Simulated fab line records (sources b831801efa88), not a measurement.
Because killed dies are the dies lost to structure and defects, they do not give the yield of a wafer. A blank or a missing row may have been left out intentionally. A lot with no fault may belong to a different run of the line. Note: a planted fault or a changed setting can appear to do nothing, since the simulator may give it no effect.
Which tool was responsible? | flow sky130 | 12 lots, 36 wafers sampled, at 5 steps of a route of 708

== WHAT EACH GAUGE READ, for each wafer ==
SKY_DNWELL_TW_MEAS_09. Usual: DNWELL_TW gives 1113 (standard deviation 6.5).
lot  | measured    | on            | DNWELL_TW      | flag
L658 | day 3 16:27 | film_metro-02 | 1115 1105 1112 |
L659 | day 3 17:13 | film_metro-04 | 1112 1115 1113 |
L664 | day 4 22:11 | film_metro-04 | 1122 1120 1121 |
L665 | day 5 06:14 | film_metro-02 | 1106 1111 1110 |
L666 | day 5 09:05 | film_metro-04 | 1120 1121 1116 |
L674 | day 7 14:34 | film_metro-04 | 1109 1114 1112 |
L673 | day 7 14:54 | film_metro-02 | 1112 1107 1103 |
L675 | day 7 14:55 | film_metro-04 | 1111 1119 1108 |
L677 | day 7 22:31 | film_metro-01 | 1119 1115 1117 |
L676 | day 7 22:43 | film_metro-01 | 1123 1120 1119 |
L678 | day 8 06:22 | film_metro-04 | 1121 1119 1121 |
L679 | day 8 13:19 | film_metro-02 | 1109 1100 1103 |

SKY_NWELL_OVL_MEAS_10. Usual: NWELL_00_OVL gives -0.3 nm (standard deviation 1.4).
lot  | measured     | on         | NWELL_00_OVL (nm) | flag
L658 | day 5 02:28  | overlay-02 | -1.8 0.8 -2.4     |
L659 | day 5 03:10  | overlay-02 | -1.5 -1.4 -1.5    |
L664 | day 6 10:10  | overlay-01 | 2.8 1.6 1.2       |
L665 | day 6 18:20  | overlay-01 | -0.5 -0.3 -1.6    |
L666 | day 6 21:46  | overlay-02 | -0.3 -1.8 -1.2    |
L674 | day 9 06:52  | overlay-02 | -0.3 -1.9 -2.4    |
L673 | day 9 07:18  | overlay-01 | 1.9 0.2 -1.3      |
L675 | day 9 08:01  | overlay-02 | -2.5 0.8 -0.1     |
L677 | day 9 16:25  | overlay-02 | -1.4 -1.5 -1.5    |
L676 | day 9 16:55  | overlay-02 | -0.9 0.8 -0.2     |
L678 | day 10 01:04 | overlay-02 | -2.4 -3.3 -1.9    |
L679 | day 10 07:52 | overlay-02 | 1.7 0.1 -0.3      |

SKY_VT_ADJUST_LVTN_TW_MEAS_10. Usual: VT_ADJUST_LVTN_TW gives 242.4 (standard deviation 1.7).
lot  | measured     | on            | VT_ADJUST_LVTN_TW                   | flag
L658 | day 7 11:02  | film_metro-04 | 240.9 241.5 241.7                   |
L659 | day 7 11:34  | film_metro-04 | 242.6 243.7 241.4                   |
L664 | day 8 22:19  | film_metro-02 | 226.2 226.0 224.5 224.9 224.2 226.0 | OFF
L665 | day 9 08:55  | film_metro-02 | 238.9 240.2 240.3                   |
L666 | day 9 12:43  | film_metro-03 | 229.0 230.9 229.1 230.6 230.1 230.3 | OFF
L674 | day 12 03:37 | film_metro-02 | 241.3 241.2 240.3                   |
L673 | day 12 03:56 | film_metro-04 | 243.8 242.8 243.2                   |
L675 | day 12 08:08 | film_metro-02 | 241.3 241.7 240.8                   |
L677 | day 12 14:25 | film_metro-03 | 245.0 244.3 244.1                   |
L676 | day 12 14:48 | film_metro-04 | 242.6 243.7 243.2                   |
L678 | day 13 01:03 | film_metro-04 | 244.9 242.2 240.5                   |
L679 | day 13 08:46 | film_metro-04 | 243.8 242.0 242.5                   |

== WHAT TOOL EACH LOT RAN ON (gives the tool, then ch and the chambers of the sampled wafers, and finally the start) ==
lot  | SKY_VT_ADJUST_HVTP_STRIP_10          | SKY_VT_ADJUST_LVTN_IMPLANT_08
L658 | plasma_asher-03 ch 0,1, day 6 15:40  | implanter-04 ch 0, day 7 10:47
L659 | plasma_asher-01 ch 0,1, day 6 16:22  | implanter-02 ch 0, day 7 11:19
L664 | plasma_asher-03 ch 0,1, day 8 01:54  | implanter-04 ch 0, day 8 22:06
L665 | plasma_asher-02 ch 0,1, day 8 12:05  | implanter-02 ch 0, day 9 08:43
L666 | plasma_asher-02 ch 0,1, day 8 14:53  | implanter-04 ch 0, day 9 12:29
L674 | plasma_asher-01 ch 0,1, day 11 04:25 | implanter-04 ch 0, day 12 03:23
L673 | plasma_asher-03 ch 0,1, day 11 05:07 | implanter-04 ch 0, day 12 03:41
L675 | plasma_asher-03 ch 0,1, day 11 08:34 | implanter-04 ch 0, day 12 07:53
L677 | plasma_asher-02 ch 0, day 11 14:04   | implanter-03 ch 0, day 12 14:10
L676 | plasma_asher-02 ch 0,1, day 11 14:46 | implanter-04 ch 0, day 12 14:34
L678 | plasma_asher-02 ch 0,1, day 11 23:40 | implanter-03 ch 0, day 13 00:49
L679 | plasma_asher-03 ch 0,1, day 12 07:22 | implanter-04 ch 0, day 13 08:31
- SKY_VT_ADJUST_HVTP_STRIP_10: strips in O2/N2.
- SKY_VT_ADJUST_LVTN_IMPLANT_08

== AS READ BY THE TOOLS THEMSELVES (means over the sampled wafers that have a number; for cases with no such wafer, the mark the record gives instead) ==
SKY_VT_ADJUST_HVTP_STRIP_10. Usual: drypump_motor_current_A 5.5 A, standard deviation 0.36; oes_product_au 0.716 a.u., standard deviation 0.0049; strip_time_to_endpoint_s 14.18 s, standard deviation 0.038.
lot  | tool            | drypump_motor_current_A (A) | oes_product_au (a.u.) | strip_time_to_endpoint_s (s) | flag
L658 | plasma_asher-03 | 5.5                         | 0.711                 | 14.21                        |
L659 | plasma_asher-01 | 5.3                         | 0.713                 | 14.18                        |
L664 | plasma_asher-03 | 5.2                         | 0.710                 | 14.17                        |
L665 | plasma_asher-02 | 5.7                         | 0.713                 | 14.11                        |
L666 | plasma_asher-02 | 5.6                         | 0.712                 | 14.19                        |
L674 | plasma_asher-01 | 5.3                         | 0.717                 | 14.18                        |
L673 | plasma_asher-03 | 5.5                         | 0.718                 | 14.20                        |
L675 | plasma_asher-03 | 5.5                         | 0.713                 | 14.27                        |
L677 | plasma_asher-02 | 5.9                         | 0.714                 | 14.22                        |
L676 | plasma_asher-02 | 5.8                         | 0.719                 | 14.14                        |
L678 | plasma_asher-02 | 5.6                         | 0.716                 | 14.21                        |
L679 | plasma_asher-03 | 5.5                         | 0.715                 | 14.15                        |

SKY_VT_ADJUST_LVTN_IMPLANT_08. Usual: dose_ions_cm2 1.5701e+12, standard deviation 2.1e+09; end_station_pressure_torr 5.05e-06 Torr, standard deviation 2.6e-07; faraday_current_uA 8.86, standard deviation 0.19.
lot  | tool         | dose_ions_cm2 | end_station_pressure_torr (Torr) | faraday_current_uA | flag
L658 | implanter-04 | 1.5712e+12    | 5.01e-06                         | 8.93               |
L659 | implanter-02 | 1.5689e+12    | 5.00e-06                         | 9.04               |
L664 | implanter-04 | 1.2608e+12    | 5.01e-06                         | 7.01               | OFF
L665 | implanter-02 | 1.5697e+12    | 5.17e-06                         | 8.91               |
L666 | implanter-04 | 1.2577e+12    | 5.09e-06                         | 7.05               | OFF
L674 | implanter-04 | 1.5712e+12    | 5.02e-06                         | 8.83               |
L673 | implanter-04 | 1.5702e+12    | 4.80e-06                         | 9.01               |
L675 | implanter-04 | 1.5694e+12    | 4.98e-06                         | 8.92               |
L677 | implanter-03 | 1.5699e+12    | 5.22e-06                         | 8.88               |
L676 | implanter-04 | 1.5686e+12    | 5.14e-06                         | 8.77               |
L678 | implanter-03 | 1.5672e+12    | 5.17e-06                         | 8.92               |
L679 | implanter-04 | 1.5738e+12    | 5.05e-06                         | 8.84               |

== THE ANSWER, worked out from the rows above alone ==
Rule: take the mean of a lot's wafers that have a number; if it is more than 3 standard deviations from the usual mean, the lot is off. Also off: a lot with no number at a reading for which 4 or more lots have one. The other lots that the step has rows for count as sound. The gauges are gone through in route order, then the tools' own readings, and for those a lot's mean is taken as printed above. The first step at which some lot is off is used, and at that step the reading that is off furthest; a lot without a number counts as furthest.
Off: at SKY_VT_ADJUST_LVTN_TW_MEAS_10 (VT_ADJUST_LVTN_TW), L664, L666.
A tool fits if, at a process step before that reading, it ran every lot that is off, and no sound lot after the first of them. Not tried: the gauges at SKY_VT_ADJUST_LVTN_TW_MEAS_10; whatever is off there is also off at SKY_VT_ADJUST_LVTN_IMPLANT_08, on other tools, and gauge error can't account for it. Not one of the candidates tried fits.

== WHAT THE SIMULATOR HAD INSERTED ==
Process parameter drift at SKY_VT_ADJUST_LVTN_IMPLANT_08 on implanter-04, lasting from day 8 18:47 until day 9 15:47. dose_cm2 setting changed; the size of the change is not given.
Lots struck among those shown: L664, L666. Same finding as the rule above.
